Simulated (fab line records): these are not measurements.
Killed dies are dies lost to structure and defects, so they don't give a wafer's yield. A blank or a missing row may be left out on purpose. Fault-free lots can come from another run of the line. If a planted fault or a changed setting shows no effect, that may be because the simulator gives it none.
Which tool did it?	flow gf180mcu	7 lots, 20 wafers sampled, at 1 step of a route of 602

== WHAT EACH GAUGE READ, for each wafer ==
GF_STI_CD_MEAS_12: target cd 220 nm.
lot	measured	on	cd-nm (nm)
L118	day 2 06:11	cd-sem-02	221.8 221.2 220.9
L121	day 2 22:22	cd-sem-02	219.3 219.6 219.5
L123	day 3 08:04	cd-sem-01	219.0 219.9 220.1
L126	day 4 01:38	cd-sem-02	220.5 220.4 220.5
L128	day 4 10:31	cd-sem-01	219.8 220.0
L132	day 5 06:28	cd-sem-02	219.6 218.7 219.3
L136	day 6 04:40	cd-sem-02	220.2 218.9 218.8

== EACH LOT AND THE TOOL THAT RAN IT (in order: tool; ch and the chambers of the sampled wafers; start) ==
No process step before these readings appears in the record.

== THE ANSWER, worked out from the rows above alone ==
Rule: usual is defined by the lots themselves. Put in order of their means at a reading, lots are off if they are a third of the lots or fewer, leave a main group of 4 or more, and stand apart from it by a gap of 3 or more times the standard deviation of the main group's means; of several such gaps the widest counts. The tables above print the reading to a certain number of digits; a main group whose means all agree to those digits is not used. Also off: a lot with no number at a reading for which 4 or more lots have one. Any other lot the step has rows for is counted as sound.
Across all readings shown, no lot is off: no conclusion can be drawn from this.

== WHAT THE SIMULATOR PUT IN ==
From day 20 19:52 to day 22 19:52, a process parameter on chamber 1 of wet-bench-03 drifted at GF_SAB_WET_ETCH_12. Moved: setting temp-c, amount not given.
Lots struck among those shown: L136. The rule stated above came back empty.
